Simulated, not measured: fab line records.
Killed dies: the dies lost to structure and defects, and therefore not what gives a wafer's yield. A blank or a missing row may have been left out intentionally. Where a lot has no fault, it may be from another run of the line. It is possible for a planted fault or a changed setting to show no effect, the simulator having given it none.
Which tool was responsible? :: flow sky130 :: 30 wafers from 10 lots sampled at 3 of the route's 708 steps

## WHAT THE GAUGES SHOWED, per wafer
SKY_CAPM_THK_MEAS_01.
lot: L793
measured: day 37 14:24
on: filmMetro-03
CAPM_CVD_00_THK (nm): 15.05 13.50 15.44

lot: L794
measured: day 37 20:08
on: filmMetro-03
CAPM_CVD_00_THK (nm): 13.47 15.46 15.69

lot: L801
measured: day 40 19:02
on: filmMetro-04
CAPM_CVD_00_THK (nm): 15.71 15.93 15.96

lot: L803
measured: day 41 01:47
on: filmMetro-01
CAPM_CVD_00_THK (nm): 15.37 15.31 15.88

lot: L807
measured: day 41 17:06
on: filmMetro-03
CAPM_CVD_00_THK (nm): 15.41 15.50 15.71

lot: L806
measured: day 41 19:33
on: filmMetro-03
CAPM_CVD_00_THK (nm): 15.09 15.27 15.53

lot: L808
measured: day 42 06:35
on: filmMetro-01
CAPM_CVD_00_THK (nm): 15.48 15.45 15.14

lot: L809
measured: day 42 08:20
on: filmMetro-04
CAPM_CVD_00_THK (nm): 15.75 15.58 15.66

lot: L810
measured: day 42 13:09
on: filmMetro-04
CAPM_CVD_00_THK (nm): 15.46 15.66 15.52

lot: L811
measured: day 42 23:59
on: filmMetro-03
CAPM_CVD_00_THK (nm): 14.95 15.00 15.05

## EACH LOT AND THE TOOL THAT RAN IT (in order: tool; ch and the chambers of the sampled wafers; start)
lot: L793
SKY_VIA2_ETCH_14: rieDiel-01 ch 0,1, day 37 12:50
SKY_CAPM_CVD_00: pecvd-03 ch 0,1,2, day 37 14:21

lot: L794
SKY_VIA2_ETCH_14: rieDiel-03 ch 0,2,3, day 37 18:33
SKY_CAPM_CVD_00: pecvd-03 ch 0,1, day 37 20:06

lot: L801
SKY_VIA2_ETCH_14: rieDiel-01 ch 0,1,2, day 40 17:27
SKY_CAPM_CVD_00: pecvd-03 ch 0,1, day 40 19:01

lot: L803
SKY_VIA2_ETCH_14: rieDiel-03 ch 0,2,3, day 41 00:15
SKY_CAPM_CVD_00: pecvd-03 ch 0,1,2, day 41 01:46

lot: L807
SKY_VIA2_ETCH_14: rieDiel-02 ch 0,1, day 41 15:32
SKY_CAPM_CVD_00: pecvd-03 ch 1,2, day 41 17:03

lot: L806
SKY_VIA2_ETCH_14: rieDiel-02 ch 0,2,3, day 41 18:00
SKY_CAPM_CVD_00: pecvd-02 ch 0,1,2, day 41 19:32

lot: L808
SKY_VIA2_ETCH_14: rieDiel-01 ch 1,2,3, day 42 05:02
SKY_CAPM_CVD_00: pecvd-02 ch 0,1,2, day 42 06:33

lot: L809
SKY_VIA2_ETCH_14: rieDiel-02 ch 0,1,3, day 42 06:41
SKY_CAPM_CVD_00: pecvd-04 ch 0,1, day 42 08:17

lot: L810
SKY_VIA2_ETCH_14: rieDiel-01 ch 0,2,3, day 42 11:36
SKY_CAPM_CVD_00: pecvd-04 ch 1,2, day 42 13:07

lot: L811
SKY_VIA2_ETCH_14: rieDiel-03 ch 0,1,3, day 42 22:27
SKY_CAPM_CVD_00: pecvd-03 ch 0,1,2, day 42 23:58
- SKY_VIA2_ETCH_14: etches BARC in N2/H2, stops on SiO2, time 45.9 s, target depth 60 nm.
- SKY_CAPM_CVD_00: deposits SiO2, target thk 15.5 nm.

## THE ANSWER, worked out from the rows above alone
Rule: usual is defined by the lots themselves. Put in order of their means at a reading, lots are off if they are a third of the lots or fewer, leave a main group of 4 or more, and stand apart from it by a gap of 3 or more times the standard deviation of the main group's means; of several such gaps the widest counts. If all means in a main group match to the digits the tables above print for the reading, that group is not used. A lot without any number at a reading at which 4 lots or more have one is off too. The other lots that the step has rows for count as sound.
Across all readings shown, no lot is off: no conclusion can be drawn from this.

## WHAT THE SIMULATOR HAD INSERTED
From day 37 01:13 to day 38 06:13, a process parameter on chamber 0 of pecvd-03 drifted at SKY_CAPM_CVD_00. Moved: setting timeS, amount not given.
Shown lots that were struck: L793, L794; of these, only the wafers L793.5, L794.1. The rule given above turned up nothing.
